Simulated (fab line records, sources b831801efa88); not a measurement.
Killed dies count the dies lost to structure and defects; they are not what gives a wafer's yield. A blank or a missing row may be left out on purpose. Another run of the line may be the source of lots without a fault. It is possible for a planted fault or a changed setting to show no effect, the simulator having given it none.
fab line records	flow gf180mcu
[record] lots = 12	wafers = 36	last-day = 34
route steps=602 shown POLY_GATE@175 HV_LDD@232 CONTACT@312 M1@315
lots with no fault: from the same line, run without faults
start-h: hours from the record's first day to the start of the lot's first wafer shown	wait-h: hours from the lot's prior step to this one	" the same as in the row above	L1.1+2: a single row standing in for several wafers	- value missing, or start not given	* or withheld: withheld	< > ~ a bound
route shown NAME@n: NAME is a module with steps in the file, n the number in the route of the first one	usual: mean/standard deviation of fault-free wafers	same: alike in all rows	chamber/n: place in a boat	sites: readings site by site	_std_site: their standard deviation	_edge_site: mean of outer sites minus mean of inner sites	radius-mm: for every site, how far away it sits from the centre of the wafer	mask NAME#n: copy n	behind: the last tool/chamber to shape the wafer	hold: why the lot was held/for how many hours/how that ended	device: transistor that didn't switch, given as n, p or np	end of line: the tests these same wafers got at the end of their route	a step without rows: its recipe alone	killed: the dies lost at the first sort to structure and to defects; this is not the yield of the wafer	map: per-die view of a wafer (x killed, . not killed, _ where there is no die)
set.NAME: the run value of the setting; set.NAME@STEP: its run value at that earlier step	model.NAME: the simulator's own value behind a step, which no gauge read
route steps across a sampled set of lots; one table per step, one row per wafer
services: when a tool's chamber went out of use (start-h, in hours from the record's first day, below 0 if earlier), for how many hours, and the reason
[[steps]]
[step GF_POLY_GATE_CD_MEAS_18]
[usual] cd-nm = 280.6/1.7
lot.wafer	tool	chamber	start-h	wait-h	cd-nm
L985.3	cd-sem-02	-	199.78	0.1	280.2
L985.4	"	-	"	"	279.7
L985.6	"	-	"	"	281.2
L986.1	cd-sem-01	-	205.18	0.1	279.1
L986.5	"	-	"	"	281.2
L986.6	"	-	"	"	281.8
L987.2	cd-sem-02	-	215.69	0.1	282.1
L987.3	"	-	"	"	280.4
L987.6	"	-	"	"	282.2
L989.3	cd-sem-01	-	228.42	0.1	280.9
L989.5	"	-	"	"	281.8
L989.6	"	-	"	"	280.7
L990.2	cd-sem-01	-	238.06	0.1	278.5
L990.3	"	-	"	"	276.5
L990.4	"	-	"	"	278.5
L991.2	cd-sem-02	-	243.65	0.1	282.6
L991.4	"	-	"	"	279.8
L991.5	"	-	"	"	282.1
L992.2	cd-sem-01	-	254.35	0.1	277.9
L992.4	"	-	"	"	277.4
L992.6	"	-	"	"	280.8
L998.3	cd-sem-02	-	292.88	0.1	277.1
L998.5	"	-	"	"	280.0
L998.6	"	-	"	"	279.6
L102.2	cd-sem-02	-	320.14	0.1	279.9
L102.4	"	-	"	"	277.8
L102.5	"	-	"	"	277.6
L104.3	cd-sem-01	-	333.33	0.1	282.1
L104.4	"	-	"	"	280.3
L104.6	"	-	"	"	280.2
L106.2	cd-sem-01	-	349.07	0.1	282.0
L106.4	"	-	"	"	280.5
L106.6	"	-	"	"	280.5
L107.2	cd-sem-01	-	359.94	0.1	282.7
L107.3	"	-	"	"	280.0
L107.5	"	-	"	"	279.8
[step GF_HV_LDD_CVD_56]
[recipe] material = Si3N4	precursor = DCS/NH3	target-thk-nm = 90	temp-c = 770	time-s = 1543	pressure-mtorr = 250
[usual] spike-tc-bottom-C = 788.0/2.7	spike-tc-centre-C = 770.4/1.1	zone-power-upper-pct = 13.3/0.94
lot.wafer	tool	chamber	start-h	wait-h	spike-tc-bottom-C	spike-tc-centre-C	zone-power-upper-pct
L985.3	lpcvd-02	0	275.36	0.0	788.8	771.7	14.2
L985.4	"	0	"	"	788.3	770.6	14.3
L985.6	"	0	"	"	789.2	769.8	14.5
L986.1	lpcvd-02	1	281.28	0.1	785.4	771.1	13.0
L986.5	"	1	"	"	783.7	771.6	12.8
L986.6	"	1	"	"	787.3	770.3	12.7
L987.2	lpcvd-02	1	292.59	0.0	783.9	770.8	12.7
L987.3	"	1	"	"	783.6	771.5	12.6
L987.6	"	1	"	"	786.1	770.7	12.7
L989.3	lpcvd-02	1	307.19	0.0	785.9	771.2	12.7
L989.5	"	1	"	"	783.7	769.2	12.8
L989.6	"	1	"	"	783.8	770.0	12.6
L990.2	lpcvd-01	0	318.40	0.0	787.8	768.7	13.9
L990.3	"	0	"	"	787.4	769.6	13.5
L990.4	"	0	"	"	788.7	769.6	13.9
L991.2	lpcvd-02	0	325.13	0.0	790.2	770.0	14.2
L991.4	"	0	"	"	789.2	769.6	14.1
L991.5	"	0	"	"	789.9	771.2	14.5
L992.2	lpcvd-02	1	338.82	1.4	784.3	768.6	12.8
L992.4	"	1	"	"	784.3	769.2	12.6
L992.6	"	1	"	"	785.2	771.9	12.6
L998.3	lpcvd-01	0	380.84	0.0	788.1	768.2	13.9
L998.5	"	0	"	"	789.9	768.7	13.8
L998.6	"	0	"	"	788.2	770.8	14.0
L102.2	lpcvd-01	1	413.56	1.2	790.3	770.4	11.8
L102.4	"	1	"	"	790.8	769.4	11.4
L102.5	"	1	"	"	791.5	770.5	11.5
L104.3	lpcvd-02	0	425.63	0.0	790.5	771.2	14.1
L104.4	"	0	"	"	790.9	770.1	14.2
L104.6	"	0	"	"	789.9	771.6	14.5
L106.2	lpcvd-02	1	444.70	0.0	784.5	771.4	12.8
L106.4	"	1	"	"	784.5	769.2	12.8
L106.6	"	1	"	"	786.2	770.5	12.6
L107.2	lpcvd-02	0	455.75	0.0	791.3	771.7	14.3
L107.3	"	0	"	"	789.1	769.9	14.3
L107.5	"	0	"	"	788.3	771.0	14.1
[step GF_HV_LDD_THK_MEAS_57]
[recipe] reads = Si3N4_of_HV_LDD_CVD_56
[usual] HV_LDD_CVD_56_THK = 90.2/0.85
lot.wafer	tool	chamber	start-h	wait-h	HV_LDD_CVD_56_THK[nm]
L985.3	film-metro-01	-	276.81	0.0	89.1
L985.4	"	-	"	"	88.9
L985.6	"	-	"	"	89.2
L986.1	film-metro-02	-	282.71	0.0	89.4
L986.5	"	-	"	"	90.0
L986.6	"	-	"	"	89.3
L987.2	film-metro-02	-	294.03	0.0	90.3
L987.3	"	-	"	"	88.6
L987.6	"	-	"	"	90.3
L989.3	film-metro-03	-	308.64	0.0	89.4
L989.5	"	-	"	"	89.8
L989.6	"	-	"	"	89.7
L990.2	film-metro-02	-	319.84	0.0	90.9
L990.3	"	-	"	"	90.7
L990.4	"	-	"	"	91.1
L991.2	film-metro-01	-	326.57	0.0	89.5
L991.4	"	-	"	"	89.7
L991.5	"	-	"	"	89.6
L992.2	film-metro-01	-	340.26	0.0	91.2
L992.4	"	-	"	"	92.1
L992.6	"	-	"	"	90.8
L998.3	film-metro-03	-	382.28	0.0	95.8
L998.5	"	-	"	"	95.8
L998.6	"	-	"	"	95.6
L102.2	film-metro-03	-	415.00	0.0	94.1
L102.4	"	-	"	"	94.7
L102.5	"	-	"	"	94.5
L104.3	film-metro-02	-	427.08	0.0	89.5
L104.4	"	-	"	"	89.1
L104.6	"	-	"	"	89.4
L106.2	film-metro-03	-	446.13	0.0	91.1
L106.4	"	-	"	"	90.7
L106.6	"	-	"	"	90.4
L107.2	film-metro-03	-	457.18	0.0	90.6
L107.3	"	-	"	"	90.4
L107.5	"	-	"	"	90.9
[step GF_HV_LDD_ETCHBACK_58]
[recipe] chemistry = CH3F/O2	target = Si3N4	stop-on = SiO2	source-w = 400	bias-w = 80	pressure-mtorr = 25	ch3f-flow-sccm = 40	O2_flow_sccm = 30	time-s = 100	target-depth-a = 900
[usual] drypump-motor-current-A = 5.8/0.4	oes-product-au = 0.844/0.0067	throttle-valve-pct = 10.561/0.0084
lot.wafer	tool	chamber	start-h	wait-h	drypump-motor-current-A	oes-product-au	rf-hours-counter-h	throttle-valve-pct
L985.3	rie-diel-02	0	276.85	0.0	6.4	0.845	110	10.573
L985.4	"	1	"	"	6.3	0.843	45	10.551
L985.6	"	1	"	"	6.2	0.839	-	10.557
L986.1	rie-diel-01	3	282.77	0.1	5.3	0.838	13	10.573
L986.5	"	3	"	"	5.3	0.840	-	10.556
L986.6	"	0	"	"	5.6	0.838	-	10.574
L987.2	rie-diel-04	0	294.08	0.0	5.4	0.837	0	10.548
L987.3	"	2	"	"	5.5	0.837	10	10.561
L987.6	"	1	"	"	6.0	0.850	-	10.567
L989.3	rie-diel-02	2	308.68	0.0	6.2	0.838	94	10.568
L989.5	"	0	"	"	6.4	0.843	-	10.539
L989.6	"	3	"	"	5.9	0.835	-	10.574
L990.2	rie-diel-04	1	319.89	0.0	6.0	0.849	26	10.548
L990.3	"	3	"	"	6.0	0.847	15	10.562
L990.4	"	0	"	"	5.4	0.859	1	10.572
L991.2	rie-diel-01	2	326.62	0.0	5.7	0.843	3	10.545
L991.4	"	3	"	"	5.3	0.848	14	10.564
L991.5	"	3	"	"	5.3	0.834	-	10.566
L992.2	rie-diel-04	3	340.31	0.0	6.0	0.853	15	10.560
L992.4	"	0	"	"	5.4	0.855	2	10.560
L992.6	"	2	"	"	5.5	0.854	-	10.555
L998.3	rie-diel-02	1	382.32	0.0	6.2	0.873	48	10.558
L998.5	"	2	"	"	6.2	0.867	-	10.555
L998.6	"	3	"	"	5.8	0.867	-	10.558
L102.2	rie-diel-02	3	415.05	0.0	5.9	0.859	95	10.580
L102.4	"	0	"	"	6.4	0.865	0	10.578
L102.5	"	3	"	"	5.9	0.873	-	10.572
L104.3	rie-diel-04	2	427.12	0.0	5.5	0.840	14	10.564
L104.4	"	3	"	"	6.0	0.829	18	10.555
L104.6	"	0	"	"	5.4	0.836	-	10.550
L106.2	rie-diel-02	0	446.18	0.0	6.4	0.852	1	10.553
L106.4	"	1	"	"	6.3	0.850	50	10.576
L106.6	"	2	"	"	6.3	0.850	-	10.555
L107.2	rie-diel-01	3	457.23	0.0	5.3	0.856	18	10.551
L107.3	"	0	"	"	5.6	0.840	17	10.557
L107.5	"	2	"	"	5.6	0.849	-	10.556
[step GF_CONTACT_RS_MEAS_25]
[recipe] thk-meas-gauge = four-point-probe	reads = W_of_CONTACT_CVD_24+TiN_of_CONTACT_SPUTTER_23+Ti_of_CONTACT_SPUTTER_22
[usual] CONTACT_W_RS = 0.384/0.0057
lot.wafer	tool	chamber	start-h	wait-h	CONTACT_W_RS[ohm/sq]
L985.3	film-metro-02	-	364.43	0.1	0.393
L985.4	"	-	"	"	0.389
L985.6	"	-	"	"	0.386
L986.1	film-metro-02	-	370.17	0.1	0.384
L986.5	"	-	"	"	0.382
L986.6	"	-	"	"	0.390
L987.2	film-metro-02	-	382.93	0.1	0.381
L987.3	"	-	"	"	0.386
L987.6	"	-	"	"	0.381
L989.3	film-metro-03	-	399.91	0.1	0.384
L989.5	"	-	"	"	0.381
L989.6	"	-	"	"	0.388
L990.2	film-metro-03	-	412.40	0.1	0.384
L990.3	"	-	"	"	0.387
L990.4	"	-	"	"	0.384
L991.2	film-metro-02	-	418.71	0.1	0.383
L991.4	"	-	"	"	0.384
L991.5	"	-	"	"	0.383
L992.2	film-metro-02	-	436.29	0.1	0.388
L992.4	"	-	"	"	0.395
L992.6	"	-	"	"	0.396
L998.3	film-metro-03	-	480.84	0.2	0.384
L998.5	"	-	"	"	0.382
L998.6	"	-	"	"	0.383
L102.2	film-metro-03	-	515.54	0.1	0.381
L102.4	"	-	"	"	0.377
L102.5	"	-	"	"	0.376
L104.3	film-metro-02	-	527.21	0.1	0.388
L104.4	"	-	"	"	0.393
L104.6	"	-	"	"	0.395
L106.2	film-metro-03	-	545.05	0.1	0.389
L106.4	"	-	"	"	0.391
L106.6	"	-	"	"	0.388
L107.2	film-metro-02	-	552.70	0.1	0.382
L107.3	"	-	"	"	0.376
L107.5	"	-	"	"	0.371
[step GF_M1_SPUTTER_00]
[recipe] material = Ti	target-thk-nm = 37.5	arriving-ion-energy-ev = 80	substrate-temp-c = 200	chamber-pressure-pa = 2	power-w = 4000	time-s = 150
[usual] throttle-valve-pct = 29.7/1.2
lot.wafer	tool	chamber	start-h	wait-h	throttle-valve-pct
L985.3	pvd-sputter-04	-	364.97	0.2	29.3
L985.4	"	-	"	"	30.8
L985.6	"	-	"	"	29.1
L986.1	pvd-sputter-04	-	370.65	0.2	30.5
L986.5	"	-	"	"	30.8
L986.6	"	-	"	"	30.6
L987.2	pvd-sputter-01	-	383.39	0.2	29.5
L987.3	"	-	"	"	31.2
L987.6	"	-	"	"	28.9
L989.3	pvd-sputter-01	-	400.35	0.2	30.9
L989.5	"	-	"	"	31.6
L989.6	"	-	"	"	29.0
L990.2	pvd-sputter-04	-	412.86	0.2	30.8
L990.3	"	-	"	"	30.2
L990.4	"	-	"	"	28.8
L991.2	pvd-sputter-02	-	419.17	0.2	31.0
L991.4	"	-	"	"	27.5
L991.5	"	-	"	"	29.7
L992.2	pvd-sputter-02	-	436.75	0.2	27.9
L992.4	"	-	"	"	30.9
L992.6	"	-	"	"	29.6
L998.3	pvd-sputter-04	-	481.28	0.2	29.1
L998.5	"	-	"	"	30.5
L998.6	"	-	"	"	29.0
L102.2	pvd-sputter-01	-	516.00	0.1	31.4
L102.4	"	-	"	"	29.4
L102.5	"	-	"	"	31.0
L104.3	pvd-sputter-04	-	527.65	0.1	29.1
L104.4	"	-	"	"	30.6
L104.6	"	-	"	"	30.6
L106.2	pvd-sputter-02	-	545.51	0.1	30.9
L106.4	"	-	"	"	29.8
L106.6	"	-	"	"	31.0
L107.2	pvd-sputter-02	-	553.16	0.1	31.4
L107.3	"	-	"	"	27.7
L107.5	"	-	"	"	27.9
[[services]]
tool	chamber	start-h	hours	kind
pvd-sputter-04	-	255.23	6.9	repair
rie-diel-01	2	262.71	1.4	repair
rie-diel-04	0	267.37	3.3	repair
lpcvd-02	-	283.02	1.8	repair
pvd-sputter-04	-	298.26	1.3	repair
pvd-sputter-02	-	300.30	7.3	repair
rie-diel-02	-	302.10	1.8	repair
pvd-sputter-02	-	315.19	7.8	repair
pvd-sputter-02	-	351.82	0.6	repair
lpcvd-01	-	363.41	6.1	pm
pvd-sputter-01	-	370.32	5.0	repair
rie-diel-04	2	382.00	3.6	repair
pvd-sputter-04	3	388.74	-	consumable-replace:kit
rie-diel-02	2	408.71	4.9	repair
rie-diel-04	3	409.35	4.4	repair
rie-diel-01	1	426.68	8.7	repair
rie-diel-04	1	439.55	5.9	repair
rie-diel-01	3	468.66	11.3	repair
rie-diel-04	0	468.87	4.5	repair
rie-diel-01	2	485.68	5.4	repair
rie-diel-04	0	502.72	5.6	repair
lpcvd-01	-	516.25	0.8	repair
lpcvd-02	-	528.47	0.8	repair
rie-diel-02	1	536.53	9.8	repair
[[key]]
[first-sign] step = GF_HV_LDD_THK_MEAS_57	reading = HV_LDD_CVD_56_THK	direction = up	sigmas = 5.7	usual = 90.2	struck = 95.1
[effect] step = GF_HV_LDD_ETCHBACK_58	reading = oes-product-au	direction = up	sigmas = 3.5	usual = 0.844	struck = 0.868
met-at GF_HV_LDD_CVD_56
struck-lots L998,L102
tester-left-out L998,L102
not-acting-at GF_POLY_GATE_CD_MEAS_18,GF_CONTACT_RS_MEAS_25,GF_M1_SPUTTER_00
onset-between 318.40 380.84
[fault] kind = process-parameter-drift	tool = lpcvd-01	chamber = -	onset-h = 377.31	steps = GF_HV_LDD_CVD_56	channel = time-s	offset = *	shape = step	end-h = 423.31	acts-in = *	stated = *
// tester-left-out: of these lots the tester's yield and bins aren't shown, on N5 and GAA mostly nor the transistor test; their killed dies are dies lost to structure and defects alone, not to doping, threshold or leakage, so they don't give the yield
